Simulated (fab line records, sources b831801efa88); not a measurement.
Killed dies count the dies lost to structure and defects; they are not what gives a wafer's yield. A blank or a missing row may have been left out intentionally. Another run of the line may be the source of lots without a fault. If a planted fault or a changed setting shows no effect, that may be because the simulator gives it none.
Which tool did it? || flow sky130 || Sampling: 14 lots, 42 wafers, 3 of 708 route steps

== WHAT EACH GAUGE READ, for each wafer ==
SKY_PWDE_TW_MEAS_10. Usual: PWDE_TW gives 370.2 (standard deviation 2.6).
{"lot": "L313", "measured": "day 3 20:53", "on": "filmMetro-03", "PWDE_TW": "366.4 366.7 365.3", "flag": ""}
{"lot": "L314", "measured": "day 4 01:36", "on": "filmMetro-03", "PWDE_TW": "365.7 367.9 366.2", "flag": ""}
{"lot": "L315", "measured": "day 4 07:54", "on": "filmMetro-03", "PWDE_TW": "367.3 367.1 367.5", "flag": ""}
{"lot": "L316", "measured": "day 4 15:16", "on": "filmMetro-03", "PWDE_TW": "367.1 367.1 365.0", "flag": ""}
{"lot": "L318", "measured": "day 5 01:07", "on": "filmMetro-03", "PWDE_TW": "367.2 369.5 368.5", "flag": ""}
{"lot": "L319", "measured": "day 5 08:20", "on": "filmMetro-01", "PWDE_TW": "371.1 370.6 371.2", "flag": ""}
{"lot": "L320", "measured": "day 5 12:43", "on": "filmMetro-01", "PWDE_TW": "370.1 369.2 369.2", "flag": ""}
{"lot": "L321", "measured": "day 5 14:45", "on": "filmMetro-03", "PWDE_TW": "370.3 367.8 367.7", "flag": ""}
{"lot": "L322", "measured": "day 6 02:45", "on": "filmMetro-03", "PWDE_TW": "370.5 371.6 369.8", "flag": ""}
{"lot": "L324", "measured": "day 6 14:07", "on": "filmMetro-01", "PWDE_TW": "373.4 371.7 372.7", "flag": ""}
{"lot": "L327", "measured": "day 7 11:39", "on": "filmMetro-02", "PWDE_TW": "372.1 374.0 374.0", "flag": ""}
{"lot": "L329", "measured": "day 7 15:32", "on": "filmMetro-01", "PWDE_TW": "371.9 374.6 373.0", "flag": ""}
{"lot": "L335", "measured": "day 8 23:17", "on": "filmMetro-02", "PWDE_TW": "374.1 375.0 374.0", "flag": ""}
{"lot": "L336", "measured": "day 9 04:10", "on": "filmMetro-01", "PWDE_TW": "369.7 369.4 369.9", "flag": ""}

== WHICH TOOL RAN EACH LOT (tool, then ch and the chambers of the sampled wafers, then the start) ==
{"lot": "L313", "SKY_FIELD_ISO_ETCH_17": "rieSi-02 ch 0,2,3, day 2 06:02", "SKY_PWDE_STRIP_09": "plasmaAsher-03 ch 0,1, day 3 20:47"}
{"lot": "L314", "SKY_FIELD_ISO_ETCH_17": "rieSi-02 ch 0,2, day 2 08:58", "SKY_PWDE_STRIP_09": "plasmaAsher-03 ch 0,1, day 4 01:30"}
{"lot": "L315", "SKY_FIELD_ISO_ETCH_17": "rieSi-01 ch 0,2,3, day 2 15:20", "SKY_PWDE_STRIP_09": "plasmaAsher-03 ch 0,1, day 4 07:48"}
{"lot": "L316", "SKY_FIELD_ISO_ETCH_17": "rieSi-02 ch 0,1,3, day 2 23:33", "SKY_PWDE_STRIP_09": "plasmaAsher-01 ch 0,1, day 4 15:10"}
{"lot": "L318", "SKY_FIELD_ISO_ETCH_17": "rieSi-01 ch 0,3, day 3 07:10", "SKY_PWDE_STRIP_09": "plasmaAsher-03 ch 0, day 5 01:01"}
{"lot": "L319", "SKY_FIELD_ISO_ETCH_17": "rieSi-01 ch 0,3, day 3 13:48", "SKY_PWDE_STRIP_09": "plasmaAsher-02 ch 0,1, day 5 08:13"}
{"lot": "L320", "SKY_FIELD_ISO_ETCH_17": "rieSi-02 ch 1,2,3, day 3 17:12", "SKY_PWDE_STRIP_09": "plasmaAsher-01 ch 0,1, day 5 12:36"}
{"lot": "L321", "SKY_FIELD_ISO_ETCH_17": "rieSi-01 ch 0,3, day 3 21:57", "SKY_PWDE_STRIP_09": "plasmaAsher-02 ch 0,1, day 5 14:39"}
{"lot": "L322", "SKY_FIELD_ISO_ETCH_17": "rieSi-01 ch 0,3, day 4 07:17", "SKY_PWDE_STRIP_09": "plasmaAsher-02 ch 0,1, day 6 02:39"}
{"lot": "L324", "SKY_FIELD_ISO_ETCH_17": "rieSi-02 ch 0,1,3, day 4 15:00", "SKY_PWDE_STRIP_09": "plasmaAsher-02 ch 0,1, day 6 14:01"}
{"lot": "L327", "SKY_FIELD_ISO_ETCH_17": "rieSi-01 ch 0,2,3, day 5 05:51", "SKY_PWDE_STRIP_09": "plasmaAsher-03 ch 0,1, day 7 11:33"}
{"lot": "L329", "SKY_FIELD_ISO_ETCH_17": "rieSi-02 ch 0,3, day 5 15:50", "SKY_PWDE_STRIP_09": "plasmaAsher-03 ch 0,1, day 7 15:25"}
{"lot": "L335", "SKY_FIELD_ISO_ETCH_17": "rieSi-01 ch 0,2,3, day 6 23:40", "SKY_PWDE_STRIP_09": "plasmaAsher-01 ch 0,1, day 8 23:10"}
{"lot": "L336", "SKY_FIELD_ISO_ETCH_17": "rieSi-01 ch 0,1,3, day 7 04:16", "SKY_PWDE_STRIP_09": "plasmaAsher-03 ch 0,1, day 9 04:04"}
- SKY_FIELD_ISO_ETCH_17: etches Si in HBr/Cl2/O2, target depth 342 nm, time 97.7 s.
- SKY_PWDE_STRIP_09: strips in O2/N2.

== WHAT THE TOOLS THEMSELVES READ (means of the sampled wafers that have a number; where no wafer has one, the mark that the record gives instead) ==
SKY_FIELD_ISO_ETCH_17. Usual: HBr_flow_sccm 150.0 sccm, standard deviation 0.48; O2_flow_sccm 6.003 sccm, standard deviation 0.018; drypumpMotorCurrentA 5.6 A, standard deviation 0.4; oesProductAu 0.992 a.u., standard deviation 0.016; throttleValvePct 25.661 %, standard deviation 0.013.
{"lot": "L313", "tool": "rieSi-02", "HBr_flow_sccm (sccm)": 149.7, "O2_flow_sccm (sccm)": 5.978, "drypumpMotorCurrentA (A)": 5.7, "oesProductAu (a.u.)": 1.001, "throttleValvePct (%)": 25.654, "flag": ""}
{"lot": "L314", "tool": "rieSi-02", "HBr_flow_sccm (sccm)": 150.3, "O2_flow_sccm (sccm)": 6.007, "drypumpMotorCurrentA (A)": 5.9, "oesProductAu (a.u.)": 0.995, "throttleValvePct (%)": 25.663, "flag": ""}
{"lot": "L315", "tool": "rieSi-01", "HBr_flow_sccm (sccm)": 149.6, "O2_flow_sccm (sccm)": 6.010, "drypumpMotorCurrentA (A)": 5.3, "oesProductAu (a.u.)": 0.992, "throttleValvePct (%)": 25.663, "flag": ""}
{"lot": "L316", "tool": "rieSi-02", "HBr_flow_sccm (sccm)": 149.8, "O2_flow_sccm (sccm)": 6.011, "drypumpMotorCurrentA (A)": 5.7, "oesProductAu (a.u.)": 0.999, "throttleValvePct (%)": 25.653, "flag": ""}
{"lot": "L318", "tool": "rieSi-01", "HBr_flow_sccm (sccm)": 149.4, "O2_flow_sccm (sccm)": 6.016, "drypumpMotorCurrentA (A)": 5.4, "oesProductAu (a.u.)": 0.997, "throttleValvePct (%)": 25.662, "flag": ""}
{"lot": "L319", "tool": "rieSi-01", "HBr_flow_sccm (sccm)": 149.3, "O2_flow_sccm (sccm)": 6.011, "drypumpMotorCurrentA (A)": 5.1, "oesProductAu (a.u.)": 1.002, "throttleValvePct (%)": 25.658, "flag": ""}
{"lot": "L320", "tool": "rieSi-02", "HBr_flow_sccm (sccm)": 150.3, "O2_flow_sccm (sccm)": 5.999, "drypumpMotorCurrentA (A)": 5.8, "oesProductAu (a.u.)": 0.990, "throttleValvePct (%)": 25.662, "flag": ""}
{"lot": "L321", "tool": "rieSi-01", "HBr_flow_sccm (sccm)": 150.1, "O2_flow_sccm (sccm)": 6.035, "drypumpMotorCurrentA (A)": 5.4, "oesProductAu (a.u.)": 0.986, "throttleValvePct (%)": 25.663, "flag": ""}
{"lot": "L322", "tool": "rieSi-01", "HBr_flow_sccm (sccm)": 150.0, "O2_flow_sccm (sccm)": 6.004, "drypumpMotorCurrentA (A)": 5.1, "oesProductAu (a.u.)": 0.996, "throttleValvePct (%)": 25.653, "flag": ""}
{"lot": "L324", "tool": "rieSi-02", "HBr_flow_sccm (sccm)": 150.0, "O2_flow_sccm (sccm)": 6.020, "drypumpMotorCurrentA (A)": 5.7, "oesProductAu (a.u.)": 0.998, "throttleValvePct (%)": 25.658, "flag": ""}
{"lot": "L327", "tool": "rieSi-01", "HBr_flow_sccm (sccm)": 150.4, "O2_flow_sccm (sccm)": 6.003, "drypumpMotorCurrentA (A)": 5.2, "oesProductAu (a.u.)": 0.990, "throttleValvePct (%)": 25.666, "flag": ""}
{"lot": "L329", "tool": "rieSi-02", "HBr_flow_sccm (sccm)": 150.4, "O2_flow_sccm (sccm)": 5.992, "drypumpMotorCurrentA (A)": 5.4, "oesProductAu (a.u.)": 0.995, "throttleValvePct (%)": 25.669, "flag": ""}
{"lot": "L335", "tool": "rieSi-01", "HBr_flow_sccm (sccm)": 150.1, "O2_flow_sccm (sccm)": 6.012, "drypumpMotorCurrentA (A)": 5.3, "oesProductAu (a.u.)": 0.982, "throttleValvePct (%)": 25.667, "flag": ""}
{"lot": "L336", "tool": "rieSi-01", "HBr_flow_sccm (sccm)": 150.2, "O2_flow_sccm (sccm)": 6.005, "drypumpMotorCurrentA (A)": 5.5, "oesProductAu (a.u.)": 0.991, "throttleValvePct (%)": 25.662, "flag": ""}

SKY_PWDE_STRIP_09. Usual: drypumpMotorCurrentA 5.6 A, standard deviation 0.33; o2FlowSccm 2999 sccm, standard deviation 9.9; oesProductAu 0.723 a.u., standard deviation 0.0041; stripTimeToEndpointS 36.91 s, standard deviation 0.087.
{"lot": "L313", "tool": "plasmaAsher-03", "drypumpMotorCurrentA (A)": 5.9, "o2FlowSccm (sccm)": 3002, "oesProductAu (a.u.)": 0.722, "stripTimeToEndpointS (s)": 36.91, "flag": ""}
{"lot": "L314", "tool": "plasmaAsher-03", "drypumpMotorCurrentA (A)": 5.8, "o2FlowSccm (sccm)": 2992, "oesProductAu (a.u.)": 0.723, "stripTimeToEndpointS (s)": 36.93, "flag": ""}
{"lot": "L315", "tool": "plasmaAsher-03", "drypumpMotorCurrentA (A)": 6.0, "o2FlowSccm (sccm)": 3000, "oesProductAu (a.u.)": 0.724, "stripTimeToEndpointS (s)": 36.87, "flag": ""}
{"lot": "L316", "tool": "plasmaAsher-01", "drypumpMotorCurrentA (A)": 5.5, "o2FlowSccm (sccm)": 3002, "oesProductAu (a.u.)": 0.722, "stripTimeToEndpointS (s)": 36.85, "flag": ""}
{"lot": "L318", "tool": "plasmaAsher-03", "drypumpMotorCurrentA (A)": 5.7, "o2FlowSccm (sccm)": 3000, "oesProductAu (a.u.)": 0.723, "stripTimeToEndpointS (s)": 36.91, "flag": ""}
{"lot": "L319", "tool": "plasmaAsher-02", "drypumpMotorCurrentA (A)": 5.4, "o2FlowSccm (sccm)": 3010, "oesProductAu (a.u.)": 0.727, "stripTimeToEndpointS (s)": 37.00, "flag": ""}
{"lot": "L320", "tool": "plasmaAsher-01", "drypumpMotorCurrentA (A)": 5.3, "o2FlowSccm (sccm)": 2993, "oesProductAu (a.u.)": 0.726, "stripTimeToEndpointS (s)": 36.89, "flag": ""}
{"lot": "L321", "tool": "plasmaAsher-02", "drypumpMotorCurrentA (A)": 5.4, "o2FlowSccm (sccm)": 2984, "oesProductAu (a.u.)": 0.729, "stripTimeToEndpointS (s)": 37.00, "flag": ""}
{"lot": "L322", "tool": "plasmaAsher-02", "drypumpMotorCurrentA (A)": 5.7, "o2FlowSccm (sccm)": 3003, "oesProductAu (a.u.)": 0.720, "stripTimeToEndpointS (s)": 36.84, "flag": ""}
{"lot": "L324", "tool": "plasmaAsher-02", "drypumpMotorCurrentA (A)": 5.6, "o2FlowSccm (sccm)": 3005, "oesProductAu (a.u.)": 0.716, "stripTimeToEndpointS (s)": 37.03, "flag": ""}
{"lot": "L327", "tool": "plasmaAsher-03", "drypumpMotorCurrentA (A)": 5.9, "o2FlowSccm (sccm)": 2994, "oesProductAu (a.u.)": 0.723, "stripTimeToEndpointS (s)": 36.99, "flag": ""}
{"lot": "L329", "tool": "plasmaAsher-03", "drypumpMotorCurrentA (A)": 5.8, "o2FlowSccm (sccm)": 3000, "oesProductAu (a.u.)": 0.723, "stripTimeToEndpointS (s)": 36.86, "flag": ""}
{"lot": "L335", "tool": "plasmaAsher-01", "drypumpMotorCurrentA (A)": 5.5, "o2FlowSccm (sccm)": 3003, "oesProductAu (a.u.)": 0.724, "stripTimeToEndpointS (s)": 36.79, "flag": ""}
{"lot": "L336", "tool": "plasmaAsher-03", "drypumpMotorCurrentA (A)": 5.9, "o2FlowSccm (sccm)": 2993, "oesProductAu (a.u.)": 0.721, "stripTimeToEndpointS (s)": 37.00, "flag": ""}

== THE ANSWER, worked out from the rows above alone ==
Rule: a lot counts as off when the mean over its wafers that have a number is more than 3 standard deviations away from the usual mean. A lot without any number at a reading at which 4 lots or more have one is off too. Where the step has rows for the other lots, those lots are counted as sound. Order of review: gauges by route order, followed by the tools' own readings, for which a lot's mean as printed above is used. At the first step where some lot is off, the reading lying furthest off is the one used; lots without a number count as furthest.
None of the lots is off at any reading shown; this tells nothing.

== WHAT HAD BEEN PUT IN BY THE SIMULATOR ==
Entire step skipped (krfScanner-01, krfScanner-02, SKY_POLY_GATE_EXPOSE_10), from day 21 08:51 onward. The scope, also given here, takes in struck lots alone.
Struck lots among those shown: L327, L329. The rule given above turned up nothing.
